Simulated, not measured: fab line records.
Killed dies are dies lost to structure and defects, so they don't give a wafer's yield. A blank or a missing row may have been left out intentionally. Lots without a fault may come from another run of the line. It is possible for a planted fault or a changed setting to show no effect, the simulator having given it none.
fab line records :: flow gf180mcu
record
  lots=6
  wafers=16
  lastDay=33
route steps=602 shown M4@466 V4@476
lots that met no fault: from a run of the same line without faults
startH: hours from the record's opening day to when the first of the lot's shown wafers began :: waitH: hours from the lot's prior step to this one :: " as in the row above :: L1.1+2: one row covering several wafers at once :: - value missing, or start not given :: * or withheld: withheld :: < > ~ a bound
route shown NAME@n: names a module that has steps shown in the file, with the first one's number in the route :: usual: mean/standard deviation of fault-free wafers :: same: alike in all rows :: chamber/n: place in a boat :: sites: each site's reading :: _std_site: the values' standard deviation :: _edge_site: outer sites' mean less inner sites' :: radiusMm: for every site, how far away it sits from the centre of the wafer :: mask NAME#n: copy n :: behind: the most recent tool/chamber to have shaped the wafer :: hold: cause of the lot's hold/its duration in hours/its outcome :: device: transistor that didn't switch, given as n, p or np :: end of line: the tests these same wafers got at the end of their route :: a step without rows: its recipe alone :: killed: dies that structure and defects cost at the first sort, which is not the same as the wafer's yield :: map: per-die view of a wafer (x killed, . not killed, _ where there is no die)
set.NAME: the setting as run; set.NAME@STEP: as run at that earlier step :: model.NAME: the simulator's own value behind a step, which no gauge read
a table for each step, a row for each wafer; lots at some steps of the route
services: the hour from which a tool's chamber was out of use, counted from the record's first day as startH (under 0 if before that day), plus the number of hours and why
## steps
# step GF_M4_SOFTBAKE_10
# recipe
  tempC=130
  timeS=60
  resist=KrF
# step GF_M4_EXPOSE_11
# recipe
  maskId=Metal4
  targetCdNm=280
  na=0.68
  sourceShape=conventional
  sigmaOuter=0.6
  doseMj=28
# step GF_M4_PEB_12
# recipe
  pebTempC=135
  pebTimeS=90
  resist=KrF
# step GF_M4_DEVELOP_13
# recipe
  developTimeS=60
  devTempC=21
# step GF_M4_CD_MEAS_14
# recipe
  targetCdNm=280
# usual
  cdNm=279.9/1.4
lot.wafer: L110.1
tool: cdSem-02
chamber: -
startH: 558.00
waitH: 0.1
cdNm: 282.4

lot.wafer: L110.4
tool: cdSem-02
chamber: -
startH: 558.00
waitH: 0.1
cdNm: 282.9

lot.wafer: L110.5
tool: cdSem-02
chamber: -
startH: 558.00
waitH: 0.1
cdNm: 282.3

lot.wafer: L117.1
tool: cdSem-01
chamber: -
startH: 613.42
waitH: 0.1
cdNm: 278.6

lot.wafer: L117.3
tool: cdSem-01
chamber: -
startH: 613.42
waitH: 0.1
cdNm: 279.5

lot.wafer: L117.6
tool: cdSem-01
chamber: -
startH: 613.42
waitH: 0.1
cdNm: 279.7

lot.wafer: L119.3
tool: cdSem-02
chamber: -
startH: 628.61
waitH: 0.1
cdNm: 278.8

lot.wafer: L119.5
tool: cdSem-02
chamber: -
startH: 628.61
waitH: 0.1
cdNm: 278.8

lot.wafer: L119.6
tool: cdSem-02
chamber: -
startH: 628.61
waitH: 0.1
cdNm: 278.9

lot.wafer: L120.3
tool: cdSem-01
chamber: -
startH: 633.56
waitH: 0.1
cdNm: 281.4

lot.wafer: L120.5
tool: cdSem-01
chamber: -
startH: 633.56
waitH: 0.1
cdNm: 281.0

lot.wafer: L120.6
tool: cdSem-01
chamber: -
startH: 633.56
waitH: 0.1
cdNm: 281.1

lot.wafer: L123.2
tool: cdSem-01
chamber: -
startH: 656.37
waitH: 0.1
cdNm: 278.9

lot.wafer: L123.3
tool: cdSem-01
chamber: -
startH: 656.37
waitH: 0.1
cdNm: 280.3

lot.wafer: L126.1
tool: cdSem-01
chamber: -
startH: 680.40
waitH: 0.1
cdNm: 279.4

lot.wafer: L126.2
tool: cdSem-01
chamber: -
startH: 680.40
waitH: 0.1
cdNm: 282.3
# step GF_M4_OVL_MEAS_15
# usual
  M4_OVL=-3/4.8
lot.wafer: L110.1
tool: overlay-01
chamber: -
startH: 558.12
waitH: 0.1
M4_OVL[nm]: 2

lot.wafer: L110.4
tool: overlay-01
chamber: -
startH: 558.12
waitH: 0.1
M4_OVL[nm]: -3

lot.wafer: L110.5
tool: overlay-01
chamber: -
startH: 558.12
waitH: 0.1
M4_OVL[nm]: 2

lot.wafer: L117.1
tool: overlay-01
chamber: -
startH: 613.54
waitH: 0.1
M4_OVL[nm]: 4

lot.wafer: L117.3
tool: overlay-01
chamber: -
startH: 613.54
waitH: 0.1
M4_OVL[nm]: 1

lot.wafer: L117.6
tool: overlay-01
chamber: -
startH: 613.54
waitH: 0.1
M4_OVL[nm]: 0

lot.wafer: L119.3
tool: overlay-02
chamber: -
startH: 628.70
waitH: 0.1
M4_OVL[nm]: 1

lot.wafer: L119.5
tool: overlay-02
chamber: -
startH: 628.70
waitH: 0.1
M4_OVL[nm]: -4

lot.wafer: L119.6
tool: overlay-02
chamber: -
startH: 628.70
waitH: 0.1
M4_OVL[nm]: -2

lot.wafer: L120.3
tool: overlay-02
chamber: -
startH: 633.65
waitH: 0.1
M4_OVL[nm]: -7

lot.wafer: L120.5
tool: overlay-02
chamber: -
startH: 633.65
waitH: 0.1
M4_OVL[nm]: -3

lot.wafer: L120.6
tool: overlay-02
chamber: -
startH: 633.65
waitH: 0.1
M4_OVL[nm]: -7

lot.wafer: L123.2
tool: overlay-02
chamber: -
startH: 656.48
waitH: 0.1
M4_OVL[nm]: 1

lot.wafer: L123.3
tool: overlay-02
chamber: -
startH: 656.48
waitH: 0.1
M4_OVL[nm]: -3

lot.wafer: L126.1
tool: overlay-02
chamber: -
startH: 680.52
waitH: 0.1
M4_OVL[nm]: 2

lot.wafer: L126.2
tool: overlay-02
chamber: -
startH: 680.52
waitH: 0.1
M4_OVL[nm]: 4
# step GF_M4_METAL_ETCH_16
# recipe
  chemistry=Cl2/BCl3
  maskMaterial=KrF
  targetDepthNm=750.8
  stopOn=SiO2
  pressureMtorr=8
  icpW=800
  biasW=140
  Cl2_flow_sccm=80
  bcl3FlowSccm=40
  timeS=125.1
# usual
  biasW=140.0/0.46
  drypumpMotorCurrentA=5.76/0.16
  mfcCl2Sccm=80.01/0.25
  oesProductAu=0.991/0.0067
  throttleValvePct=28.228/0.011
lot.wafer: L110.1
tool: rieMetal-02
chamber: 1
startH: 558.15
waitH: 0.0
biasW: 139.7
drypumpMotorCurrentA: 5.83
mfcCl2Sccm: 79.88
oesProductAu: 0.997
rfHoursCounterH: 12
throttleValvePct: 28.240

lot.wafer: L110.4
tool: rieMetal-02
chamber: 1
startH: 558.15
waitH: 0.0
biasW: 138.9
drypumpMotorCurrentA: 5.87
mfcCl2Sccm: 79.76
oesProductAu: 0.995
rfHoursCounterH: -
throttleValvePct: 28.226

lot.wafer: L110.5
tool: rieMetal-02
chamber: 1
startH: 558.15
waitH: 0.0
biasW: 140.0
drypumpMotorCurrentA: 5.79
mfcCl2Sccm: 79.80
oesProductAu: 0.988
rfHoursCounterH: -
throttleValvePct: 28.217

lot.wafer: L117.1
tool: rieMetal-01
chamber: 0
startH: 613.57
waitH: 0.0
biasW: 139.6
drypumpMotorCurrentA: 6.08
mfcCl2Sccm: 80.01
oesProductAu: 0.997
rfHoursCounterH: 8
throttleValvePct: 28.229

lot.wafer: L117.3
tool: rieMetal-01
chamber: 0
startH: 613.57
waitH: 0.0
biasW: 140.2
drypumpMotorCurrentA: 6.08
mfcCl2Sccm: 80.34
oesProductAu: 0.991
rfHoursCounterH: -
throttleValvePct: 28.233

lot.wafer: L117.6
tool: rieMetal-01
chamber: 0
startH: 613.57
waitH: 0.0
biasW: 139.7
drypumpMotorCurrentA: 6.06
mfcCl2Sccm: 80.02
oesProductAu: 0.988
rfHoursCounterH: -
throttleValvePct: 28.216

lot.wafer: L119.3
tool: rieMetal-03
chamber: 1
startH: 628.77
waitH: 0.1
biasW: 140.5
drypumpMotorCurrentA: 5.64
mfcCl2Sccm: 79.99
oesProductAu: 1.003
rfHoursCounterH: -
throttleValvePct: 28.224

lot.wafer: L119.5
tool: rieMetal-03
chamber: 1
startH: 628.77
waitH: 0.1
biasW: 140.0
drypumpMotorCurrentA: 5.65
mfcCl2Sccm: 79.84
oesProductAu: 0.993
rfHoursCounterH: -
throttleValvePct: 28.226

lot.wafer: L119.6
tool: rieMetal-03
chamber: 0
startH: 628.77
waitH: 0.1
biasW: 139.8
drypumpMotorCurrentA: 5.52
mfcCl2Sccm: 79.92
oesProductAu: 0.991
rfHoursCounterH: -
throttleValvePct: 28.231

lot.wafer: L120.3
tool: rieMetal-01
chamber: 0
startH: 633.76
waitH: 0.1
biasW: 139.9
drypumpMotorCurrentA: 6.06
mfcCl2Sccm: 80.30
oesProductAu: 0.986
rfHoursCounterH: -
throttleValvePct: 28.228

lot.wafer: L120.5
tool: rieMetal-01
chamber: 0
startH: 633.76
waitH: 0.1
biasW: 140.2
drypumpMotorCurrentA: 6.07
mfcCl2Sccm: 79.90
oesProductAu: 0.992
rfHoursCounterH: -
throttleValvePct: 28.242

lot.wafer: L120.6
tool: rieMetal-01
chamber: 0
startH: 633.76
waitH: 0.1
biasW: 140.2
drypumpMotorCurrentA: 6.08
mfcCl2Sccm: 80.19
oesProductAu: 0.986
rfHoursCounterH: -
throttleValvePct: 28.244

lot.wafer: L123.2
tool: rieMetal-01
chamber: 0
startH: 656.55
waitH: 0.1
biasW: 138.9
drypumpMotorCurrentA: 6.01
mfcCl2Sccm: 79.63
oesProductAu: 0.992
rfHoursCounterH: -
throttleValvePct: 28.226

lot.wafer: L123.3
tool: rieMetal-01
chamber: 0
startH: 656.55
waitH: 0.1
biasW: 139.4
drypumpMotorCurrentA: 6.04
mfcCl2Sccm: 79.45
oesProductAu: 0.989
rfHoursCounterH: -
throttleValvePct: 28.232

lot.wafer: L126.1
tool: rieMetal-03
chamber: 1
startH: 680.56
waitH: 0.0
biasW: 140.9
drypumpMotorCurrentA: 5.65
mfcCl2Sccm: 80.09
oesProductAu: 0.997
rfHoursCounterH: 2
throttleValvePct: 28.221

lot.wafer: L126.2
tool: rieMetal-03
chamber: 0
startH: 680.56
waitH: 0.0
biasW: 139.4
drypumpMotorCurrentA: 5.53
mfcCl2Sccm: 80.19
oesProductAu: 0.992
rfHoursCounterH: 8
throttleValvePct: 28.235
# step GF_M4_STRIP_17
# recipe
  chemistry=O2/N2
  powerW=1400
  pressureMtorr=1500
  platenTempC=250
  o2FlowSccm=3000
  n2FlowSccm=300
  overashFraction=0.5
# usual
  drypumpMotorCurrentA=5.9/0.33
  heaterPowerW=316/21
  oesProductAu=0.536/0.0048
  stripTimeToEndpointS=7.36/0.061
lot.wafer: L110.1
tool: plasmaAsher-04
chamber: 1
startH: 558.28
waitH: 0.1
drypumpMotorCurrentA: 5.5
heaterPowerW: 286
oesProductAu: 0.539
rfHoursCounterH: 14
stripTimeToEndpointS: 7.35

lot.wafer: L110.4
tool: plasmaAsher-04
chamber: 0
startH: 558.28
waitH: 0.1
drypumpMotorCurrentA: 6.1
heaterPowerW: 341
oesProductAu: 0.533
rfHoursCounterH: -
stripTimeToEndpointS: 7.28

lot.wafer: L110.5
tool: plasmaAsher-04
chamber: 1
startH: 558.28
waitH: 0.1
drypumpMotorCurrentA: 5.5
heaterPowerW: 284
oesProductAu: 0.530
rfHoursCounterH: -
stripTimeToEndpointS: 7.26

lot.wafer: L117.1
tool: plasmaAsher-02
chamber: 0
startH: 613.70
waitH: 0.1
drypumpMotorCurrentA: 6.4
heaterPowerW: 335
oesProductAu: 0.537
rfHoursCounterH: 84
stripTimeToEndpointS: 7.36

lot.wafer: L117.3
tool: plasmaAsher-02
chamber: 0
startH: 613.70
waitH: 0.1
drypumpMotorCurrentA: 6.4
heaterPowerW: 328
oesProductAu: 0.534
rfHoursCounterH: -
stripTimeToEndpointS: 7.38

lot.wafer: L117.6
tool: plasmaAsher-02
chamber: 0
startH: 613.70
waitH: 0.1
drypumpMotorCurrentA: 6.4
heaterPowerW: 326
oesProductAu: 0.534
rfHoursCounterH: -
stripTimeToEndpointS: 7.38

lot.wafer: L119.3
tool: plasmaAsher-01
chamber: 0
startH: 628.89
waitH: 0.1
drypumpMotorCurrentA: 5.7
heaterPowerW: 312
oesProductAu: 0.528
rfHoursCounterH: -
stripTimeToEndpointS: 7.27

lot.wafer: L119.5
tool: plasmaAsher-01
chamber: 1
startH: 628.89
waitH: 0.1
drypumpMotorCurrentA: 6.1
heaterPowerW: 312
oesProductAu: 0.533
rfHoursCounterH: -
stripTimeToEndpointS: 7.29

lot.wafer: L119.6
tool: plasmaAsher-01
chamber: 0
startH: 628.89
waitH: 0.1
drypumpMotorCurrentA: 5.7
heaterPowerW: 317
oesProductAu: 0.531
rfHoursCounterH: -
stripTimeToEndpointS: 7.32

lot.wafer: L120.3
tool: plasmaAsher-04
chamber: 1
startH: 633.96
waitH: 0.2
drypumpMotorCurrentA: 5.5
heaterPowerW: 280
oesProductAu: 0.535
rfHoursCounterH: -
stripTimeToEndpointS: 7.37

lot.wafer: L120.5
tool: plasmaAsher-04
chamber: 1
startH: 633.96
waitH: 0.2
drypumpMotorCurrentA: 5.5
heaterPowerW: 287
oesProductAu: 0.529
rfHoursCounterH: -
stripTimeToEndpointS: 7.37

lot.wafer: L120.6
tool: plasmaAsher-04
chamber: 0
startH: 633.96
waitH: 0.2
drypumpMotorCurrentA: 6.0
heaterPowerW: 338
oesProductAu: 0.531
rfHoursCounterH: -
stripTimeToEndpointS: 7.38

lot.wafer: L123.2
tool: plasmaAsher-02
chamber: 1
startH: 656.77
waitH: 0.2
drypumpMotorCurrentA: 5.7
heaterPowerW: 309
oesProductAu: 0.545
rfHoursCounterH: 88
stripTimeToEndpointS: 7.37

lot.wafer: L123.3
tool: plasmaAsher-02
chamber: 0
startH: 656.77
waitH: 0.2
drypumpMotorCurrentA: 6.5
heaterPowerW: 331
oesProductAu: 0.533
rfHoursCounterH: -
stripTimeToEndpointS: 7.35

lot.wafer: L126.1
tool: plasmaAsher-04
chamber: 1
startH: 680.69
waitH: 0.1
drypumpMotorCurrentA: 5.5
heaterPowerW: 284
oesProductAu: 0.540
rfHoursCounterH: 27
stripTimeToEndpointS: 7.26

lot.wafer: L126.2
tool: plasmaAsher-04
chamber: 0
startH: 680.69
waitH: 0.1
drypumpMotorCurrentA: 6.2
heaterPowerW: 348
oesProductAu: 0.533
rfHoursCounterH: 27
stripTimeToEndpointS: 7.28
# step GF_M4_STRIP_18
# recipe
  chemistry=postEtchResidueRemover
  timeS=1200
  tempC=72.5
# step GF_M4_CLEAN_19
# recipe
  chemistry=DIW
  dry=n2Spin
# step GF_V4_CVD_00
# recipe
  material=SiO2
  targetThkNm=600
  sigmaOpenFrac=0.3
  tempC=400
  timeS=100
  sih4FlowSccm=60
  pressureMtorr=6
# step GF_V4_THK_MEAS_01
# recipe
  reads=SiO2_of_V4_CVD_00
# usual
  V4_CVD_00_THK=600/6.9
lot.wafer: L110.1
tool: filmMetro-02
chamber: -
startH: 558.92
waitH: 0.0
V4_CVD_00_THK[nm]: 606

lot.wafer: L110.4
tool: filmMetro-02
chamber: -
startH: 558.92
waitH: 0.0
V4_CVD_00_THK[nm]: 609

lot.wafer: L110.5
tool: filmMetro-02
chamber: -
startH: 558.92
waitH: 0.0
V4_CVD_00_THK[nm]: 613

lot.wafer: L117.1
tool: filmMetro-01
chamber: -
startH: 614.39
waitH: 0.0
V4_CVD_00_THK[nm]: 591

lot.wafer: L117.3
tool: filmMetro-01
chamber: -
startH: 614.39
waitH: 0.0
V4_CVD_00_THK[nm]: 585

lot.wafer: L117.6
tool: filmMetro-01
chamber: -
startH: 614.39
waitH: 0.0
V4_CVD_00_THK[nm]: 598

lot.wafer: L119.3
tool: filmMetro-04
chamber: -
startH: 629.49
waitH: 0.1
V4_CVD_00_THK[nm]: 605

lot.wafer: L119.5
tool: filmMetro-04
chamber: -
startH: 629.49
waitH: 0.1
V4_CVD_00_THK[nm]: 596

lot.wafer: L119.6
tool: filmMetro-04
chamber: -
startH: 629.49
waitH: 0.1
V4_CVD_00_THK[nm]: 601

lot.wafer: L120.3
tool: filmMetro-02
chamber: -
startH: 634.64
waitH: 0.1
V4_CVD_00_THK[nm]: 604

lot.wafer: L120.5
tool: filmMetro-02
chamber: -
startH: 634.64
waitH: 0.1
V4_CVD_00_THK[nm]: 593

lot.wafer: L120.6
tool: filmMetro-02
chamber: -
startH: 634.64
waitH: 0.1
V4_CVD_00_THK[nm]: 605

lot.wafer: L123.2
tool: filmMetro-04
chamber: -
startH: 657.38
waitH: 0.0
V4_CVD_00_THK[nm]: 598

lot.wafer: L123.3
tool: filmMetro-04
chamber: -
startH: 657.38
waitH: 0.0
V4_CVD_00_THK[nm]: 594

lot.wafer: L126.1
tool: filmMetro-02
chamber: -
startH: 681.30
waitH: 0.0
V4_CVD_00_THK[nm]: 606

lot.wafer: L126.2
tool: filmMetro-02
chamber: -
startH: 681.30
waitH: 0.0
V4_CVD_00_THK[nm]: 588
# step GF_V4_CVD_02
# recipe
  material=SiO2
  targetThkNm=850
  precursor=TEOS
  tempC=400
  timeS=94.851
  rfW=600
# usual
  heaterPowerW=601/98
lot.wafer: L110.1
tool: pecvd-02
chamber: 2
startH: 558.98
waitH: 0.1
heaterPowerW: 747
model.SiO2_of_V4_CVD_02.thkNm: 845.5

lot.wafer: L110.4
tool: pecvd-02
chamber: 0
startH: 558.98
waitH: 0.1
heaterPowerW: 639
model.SiO2_of_V4_CVD_02.thkNm: 847.8

lot.wafer: L110.5
tool: pecvd-02
chamber: 2
startH: 558.98
waitH: 0.1
heaterPowerW: 793
model.SiO2_of_V4_CVD_02.thkNm: 862.1

lot.wafer: L117.1
tool: pecvd-04
chamber: 1
startH: 614.45
waitH: 0.1
heaterPowerW: 588
model.SiO2_of_V4_CVD_02.thkNm: 827.6

lot.wafer: L117.3
tool: pecvd-04
chamber: 0
startH: 614.45
waitH: 0.1
heaterPowerW: 601
model.SiO2_of_V4_CVD_02.thkNm: 836.5

lot.wafer: L117.6
tool: pecvd-04
chamber: 2
startH: 614.45
waitH: 0.1
heaterPowerW: 605
model.SiO2_of_V4_CVD_02.thkNm: 840.5

lot.wafer: L119.3
tool: pecvd-04
chamber: 0
startH: 629.53
waitH: 0.0
heaterPowerW: 618
model.SiO2_of_V4_CVD_02.thkNm: 848.7

lot.wafer: L119.5
tool: pecvd-04
chamber: 0
startH: 629.53
waitH: 0.0
heaterPowerW: 658
model.SiO2_of_V4_CVD_02.thkNm: 870.5

lot.wafer: L119.6
tool: pecvd-04
chamber: 2
startH: 629.53
waitH: 0.0
heaterPowerW: 601
model.SiO2_of_V4_CVD_02.thkNm: 853

lot.wafer: L120.3
tool: pecvd-03
chamber: 1
startH: 634.68
waitH: 0.0
heaterPowerW: 569
model.SiO2_of_V4_CVD_02.thkNm: 834.5

lot.wafer: L120.5
tool: pecvd-03
chamber: 0
startH: 634.68
waitH: 0.0
heaterPowerW: 452
model.SiO2_of_V4_CVD_02.thkNm: 836.4

lot.wafer: L120.6
tool: pecvd-03
chamber: 1
startH: 634.68
waitH: 0.0
heaterPowerW: 609
model.SiO2_of_V4_CVD_02.thkNm: 854.2

lot.wafer: L123.2
tool: pecvd-03
chamber: 2
startH: 657.43
waitH: 0.0
heaterPowerW: 620
model.SiO2_of_V4_CVD_02.thkNm: 1456

lot.wafer: L123.3
tool: pecvd-03
chamber: 0
startH: 657.43
waitH: 0.0
heaterPowerW: 421
model.SiO2_of_V4_CVD_02.thkNm: 814.8

lot.wafer: L126.1
tool: pecvd-03
chamber: 0
startH: 681.36
waitH: 0.1
heaterPowerW: 494
model.SiO2_of_V4_CVD_02.thkNm: 1446

lot.wafer: L126.2
tool: pecvd-03
chamber: 1
startH: 681.36
waitH: 0.1
heaterPowerW: 573
model.SiO2_of_V4_CVD_02.thkNm: 1459
# step GF_V4_THK_MEAS_03
# recipe
  reads=SiO2_of_V4_CVD_02
# usual
  V4_CVD_02_THK=848/12
lot.wafer: L110.1
tool: filmMetro-04
chamber: -
startH: 559.05
waitH: 0.0
V4_CVD_02_THK[nm]: 846

lot.wafer: L110.4
tool: filmMetro-04
chamber: -
startH: 559.05
waitH: 0.0
V4_CVD_02_THK[nm]: 848

lot.wafer: L110.5
tool: filmMetro-04
chamber: -
startH: 559.05
waitH: 0.0
V4_CVD_02_THK[nm]: 862

lot.wafer: L117.1
tool: filmMetro-02
chamber: -
startH: 614.52
waitH: 0.0
V4_CVD_02_THK[nm]: 828

lot.wafer: L117.3
tool: filmMetro-02
chamber: -
startH: 614.52
waitH: 0.0
V4_CVD_02_THK[nm]: 836

lot.wafer: L117.6
tool: filmMetro-02
chamber: -
startH: 614.52
waitH: 0.0
V4_CVD_02_THK[nm]: 841

lot.wafer: L119.3
tool: filmMetro-01
chamber: -
startH: 629.62
waitH: 0.1
V4_CVD_02_THK[nm]: 849

lot.wafer: L119.5
tool: filmMetro-01
chamber: -
startH: 629.62
waitH: 0.1
V4_CVD_02_THK[nm]: 871

lot.wafer: L119.6
tool: filmMetro-01
chamber: -
startH: 629.62
waitH: 0.1
V4_CVD_02_THK[nm]: 853

lot.wafer: L120.3
tool: filmMetro-01
chamber: -
startH: 634.77
waitH: 0.1
V4_CVD_02_THK[nm]: 835

lot.wafer: L120.5
tool: filmMetro-01
chamber: -
startH: 634.77
waitH: 0.1
V4_CVD_02_THK[nm]: 835

lot.wafer: L120.6
tool: filmMetro-01
chamber: -
startH: 634.77
waitH: 0.1
V4_CVD_02_THK[nm]: 855

lot.wafer: L123.2
tool: filmMetro-02
chamber: -
startH: 657.51
waitH: 0.0
V4_CVD_02_THK[nm]: 1457

lot.wafer: L123.3
tool: filmMetro-02
chamber: -
startH: 657.51
waitH: 0.0
V4_CVD_02_THK[nm]: 815

lot.wafer: L126.1
tool: filmMetro-04
chamber: -
startH: 681.43
waitH: 0.0
V4_CVD_02_THK[nm]: 1448

lot.wafer: L126.2
tool: filmMetro-04
chamber: -
startH: 681.43
waitH: 0.0
V4_CVD_02_THK[nm]: 1458
# step GF_V4_CMP_04
# recipe
  material=SiO2
  downForcePsi=4
  platenRpm=60
  padVelocityMS=0.94248
# usual
  headPressurePsi=4.000/0.0082
  motorCurrentA=12.5/1.2
  platenRpm=60.01/0.04
  timeToEndpointS=80/5.4
lot.wafer: L110.1
tool: cmp-02
chamber: 0
startH: 559.16
waitH: 0.1
headPressurePsi: 3.986
motorCurrentA: 14.5
platenRpm: 59.97
timeToEndpointS: 83

lot.wafer: L110.4
tool: cmp-02
chamber: 2
startH: 559.16
waitH: 0.1
headPressurePsi: 4.001
motorCurrentA: 11.1
platenRpm: 59.94
timeToEndpointS: 79

lot.wafer: L110.5
tool: cmp-02
chamber: 3
startH: 559.16
waitH: 0.1
headPressurePsi: 3.994
motorCurrentA: 12.3
platenRpm: 59.97
timeToEndpointS: 89

lot.wafer: L117.3
tool: cmp-01
chamber: 0
startH: 614.78
waitH: 0.2
headPressurePsi: 4.006
motorCurrentA: 10.9
platenRpm: 59.98
timeToEndpointS: 76

lot.wafer: L117.1
tool: cmp-01
chamber: 1
startH: 614.78
waitH: 0.2
headPressurePsi: 3.998
motorCurrentA: 13.6
platenRpm: 60.02
timeToEndpointS: 73

lot.wafer: L117.6
tool: cmp-01
chamber: 3
startH: 614.78
waitH: 0.2
headPressurePsi: 4.011
motorCurrentA: 11.8
platenRpm: 60.00
timeToEndpointS: 78

lot.wafer: L119.3
tool: cmp-01
chamber: 3
startH: 629.66
waitH: 0.0
headPressurePsi: 4.015
motorCurrentA: 11.9
platenRpm: 60.03
timeToEndpointS: 82

lot.wafer: L119.5
tool: cmp-01
chamber: 3
startH: 629.66
waitH: 0.0
headPressurePsi: 4.012
motorCurrentA: 12.4
platenRpm: 59.93
timeToEndpointS: 90

lot.wafer: L119.6
tool: cmp-01
chamber: 0
startH: 629.66
waitH: 0.0
headPressurePsi: 4.001
motorCurrentA: 11.6
platenRpm: 60.02
timeToEndpointS: 81

lot.wafer: L120.3
tool: cmp-02
chamber: 1
startH: 634.86
waitH: 0.1
headPressurePsi: 4.003
motorCurrentA: 11.2
platenRpm: 60.00
timeToEndpointS: 74

lot.wafer: L120.5
tool: cmp-02
chamber: 0
startH: 634.86
waitH: 0.1
headPressurePsi: 3.990
motorCurrentA: 14.0
platenRpm: 60.05
timeToEndpointS: 77

lot.wafer: L120.6
tool: cmp-02
chamber: 1
startH: 634.86
waitH: 0.1
headPressurePsi: 3.988
motorCurrentA: 11.1
platenRpm: 59.96
timeToEndpointS: 84

lot.wafer: L123.2
tool: cmp-02
chamber: 0
startH: 657.66
waitH: 0.1
headPressurePsi: 4.007
motorCurrentA: 14.1
platenRpm: 59.95
timeToEndpointS: 304

lot.wafer: L123.3
tool: cmp-02
chamber: 1
startH: 657.66
waitH: 0.1
headPressurePsi: 4.004
motorCurrentA: 11.5
platenRpm: 60.01
timeToEndpointS: 68

lot.wafer: L126.2
tool: cmp-01
chamber: 2
startH: 681.49
waitH: 0.0
headPressurePsi: 3.996
motorCurrentA: 14.1
platenRpm: 60.01
timeToEndpointS: 307

lot.wafer: L126.1
tool: cmp-01
chamber: 1
startH: 681.49
waitH: 0.0
headPressurePsi: 4.000
motorCurrentA: 12.0
platenRpm: 59.99
timeToEndpointS: 310
# step GF_V4_BOW_MEAS_05
# recipe
  mode=bow
# usual
  V4_BOW=135/8.8
lot.wafer: L110.1
tool: filmMetro-02
chamber: -
startH: 559.41
waitH: 0.2
V4_BOW[um]: 137

lot.wafer: L110.4
tool: filmMetro-02
chamber: -
startH: 559.41
waitH: 0.2
V4_BOW[um]: 141

lot.wafer: L110.5
tool: filmMetro-02
chamber: -
startH: 559.41
waitH: 0.2
V4_BOW[um]: 144

lot.wafer: L117.1
tool: filmMetro-04
chamber: -
startH: 615.03
waitH: 0.1
V4_BOW[um]: 132

lot.wafer: L117.3
tool: filmMetro-04
chamber: -
startH: 615.03
waitH: 0.1
V4_BOW[um]: 139

lot.wafer: L117.6
tool: filmMetro-04
chamber: -
startH: 615.03
waitH: 0.1
V4_BOW[um]: 131

lot.wafer: L119.3
tool: filmMetro-02
chamber: -
startH: 630.00
waitH: 0.3
V4_BOW[um]: 139

lot.wafer: L119.5
tool: filmMetro-02
chamber: -
startH: 630.00
waitH: 0.3
V4_BOW[um]: 128

lot.wafer: L119.6
tool: filmMetro-02
chamber: -
startH: 630.00
waitH: 0.3
V4_BOW[um]: 132

lot.wafer: L120.3
tool: filmMetro-02
chamber: -
startH: 635.15
waitH: 0.2
V4_BOW[um]: 115

lot.wafer: L120.5
tool: filmMetro-02
chamber: -
startH: 635.15
waitH: 0.2
V4_BOW[um]: 121

lot.wafer: L120.6
tool: filmMetro-02
chamber: -
startH: 635.15
waitH: 0.2
V4_BOW[um]: 125

lot.wafer: L123.2
tool: filmMetro-02
chamber: -
startH: 657.88
waitH: 0.2
V4_BOW[um]: 125

lot.wafer: L123.3
tool: filmMetro-02
chamber: -
startH: 657.88
waitH: 0.2
V4_BOW[um]: 140

lot.wafer: L126.1
tool: filmMetro-04
chamber: -
startH: 681.79
waitH: 0.1
V4_BOW[um]: 137

lot.wafer: L126.2
tool: filmMetro-04
chamber: -
startH: 681.79
waitH: 0.1
V4_BOW[um]: 133
## services
tool: pecvd-04
chamber: -
startH: 542.98
hours: 0.3
kind: repair

tool: plasmaAsher-02
chamber: -
startH: 563.00
hours: 0.8
kind: repair

tool: cmp-02
chamber: -
startH: 572.00
hours: 4.0
kind: pm

tool: plasmaAsher-02
chamber: -
startH: 584.16
hours: 2.3
kind: repair

tool: pecvd-03
chamber: 0
startH: 589.06
hours: 15.9
kind: repair

tool: plasmaAsher-02
chamber: -
startH: 590.12
hours: 6.2
kind: repair

tool: plasmaAsher-01
chamber: -
startH: 593.71
hours: 4.0
kind: pm

tool: rieMetal-01
chamber: -
startH: 598.24
hours: 14.6
kind: pm

tool: cmp-01
chamber: -
startH: 599.70
hours: 1.2
kind: repair

tool: cmp-02
chamber: -
startH: 609.38
hours: 5.9
kind: repair

tool: pecvd-04
chamber: 1
startH: 617.12
hours: 7.2
kind: repair

tool: rieMetal-02
chamber: -
startH: 626.32
hours: 2.8
kind: pm

tool: cmp-01
chamber: -
startH: 630.09
hours: 9.0
kind: pm

tool: rieMetal-03
chamber: 1
startH: 635.57
hours: 12.6
kind: repair

tool: pecvd-04
chamber: -
startH: 636.23
hours: 0.9
kind: repair

tool: plasmaAsher-02
chamber: -
startH: 636.88
hours: 2.8
kind: pm

tool: pecvd-04
chamber: 2
startH: 637.57
hours: 45.8
kind: repair

tool: cmp-01
chamber: -
startH: 639.88
hours: 19.3
kind: repair

tool: rieMetal-03
chamber: 0
startH: 653.52
hours: 25.8
kind: repair

tool: plasmaAsher-02
chamber: -
startH: 665.79
hours: 4.1
kind: repair

tool: pecvd-04
chamber: 0
startH: 669.12
hours: 11.8
kind: repair

tool: pecvd-03
chamber: 0
startH: 671.42
hours: 7.3
kind: repair

tool: rieMetal-01
chamber: -
startH: 672.42
hours: 0.2
kind: repair

tool: pecvd-04
chamber: -
startH: 678.49
hours: 0.9
kind: repair
## key
firstSign
  step=GF_V4_THK_MEAS_03
  reading=V4_CVD_02_THK
  direction=up
  sigmas=52
  usual=848
  struck=1454
effect
  step=GF_V4_CMP_04
  reading=timeToEndpointS
  direction=up
  sigmas=42
  usual=*
  struck=*
modelEffect
  step=GF_V4_CVD_02
  value=SiO2_of_V4_CVD_02.thkNm
  without=838.5
  struck=1454
metAt GF_V4_CVD_02
struckWafers L123.2,L126.1,L126.2
onsetBetween 634.68 657.43
fault
  kind=processParameterDrift
  tool=pecvd-03
  chamber=-
  onsetH=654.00
  steps=GF_V4_CVD_02
  channel=targetThkNm
  offset=619.83
  shape=step
  endH=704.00
  scope=struckWafersOnly
  actsIn=theseRecipesOnly
  stated=850
